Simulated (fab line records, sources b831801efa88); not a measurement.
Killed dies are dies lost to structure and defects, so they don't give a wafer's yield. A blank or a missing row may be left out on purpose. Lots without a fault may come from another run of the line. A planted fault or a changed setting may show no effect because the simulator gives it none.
Problem report in the 8D (eight disciplines) form, filled by code | flow sfq_line | the parts of the form that need people (team, actions taken, sign-off) are left out

1. THE PROBLEM
spin_speed_rpm at SFQ_TRILAYER_M7_LITHO_COAT_182 reads a mean of 2928.1 rpm on 6 wafers of 2 lots; wafers without a fault read 2999.9 rpm with a standard deviation of 1.8. That is -40 standard deviations from the usual mean.
The step: resist thk 62 nm.
First seen on wafer L966.1, day 65 07:59, on litho_track-04. The record holds 42 wafers of 14 lots with a number at this step. Rule for "out", or "out of limits": more than 4 standard deviations from the usual mean. The other wafers with a number count as sound.

2. WHAT IT IS AND WHAT IT IS NOT
question                    | is                     | is not
which readings at this step | spin_speed_rpm         | dispense_pressure_kPa
which lots                  | L966, L971             | L961, L964, L973, L974, L975, L978, L979, L980, L981, L982, L983, L984
which wafers of those lots  | all that have a number | -
read on which tools         | litho_track-04         | litho_track-01, litho_track-02
when                        | from day 65 07:59      | up to then (6 sound wafers); but 30 sound wafers of L973, L974, L975, L978, L979, L980, L981, L982, L983, L984 came after

3. SUSPECTS, AND WHAT RULES EACH OUT
Counting: a tool at a process step up to the reading stays a suspect if it ran every lot that is out and no sound lot after the first of them.
- litho_track-04 at SFQ_TRILAYER_M7_LITHO_COAT_182 (resist thk 62 nm): ruled out as a lasting fault. Sound lots L980, L981, L983, L984 ran on it after its first lot that is out, L966 (day 65 07:59).
Left after counting: nothing in the record.

4. THE CAUSE (what the simulator had put in)
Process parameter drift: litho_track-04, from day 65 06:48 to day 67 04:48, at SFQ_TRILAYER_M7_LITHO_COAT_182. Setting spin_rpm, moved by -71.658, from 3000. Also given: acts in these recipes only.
Counting ruled it out, wrongly.

5. THE CHAIN OF EFFECTS, in route order
Each row: a reading whose mean over the struck wafers that have a number lies more than 3 standard deviations from the usual. Only readings for which the record gives a usual standard deviation are gone through. hours: the time from each lot's start at the first step in this table that gives one to its start at this step, as a median over the lots. sigmas: the change in usual standard deviations.
hours | step                           | reading        | usual      | on struck wafers | change | sigmas
0     | SFQ_TRILAYER_M7_LITHO_COAT_182 | spin_speed_rpm | 2999.9 rpm | 2928.1           | -71.8  | -40
The process steps in it:
- SFQ_TRILAYER_M7_LITHO_COAT_182: resist thk 62 nm.

6. WHAT WOULD HAVE CAUGHT IT SOONER
In this record the first reading out of limits was taken at day 65 07:59, 1 hour after the fault began at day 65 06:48.
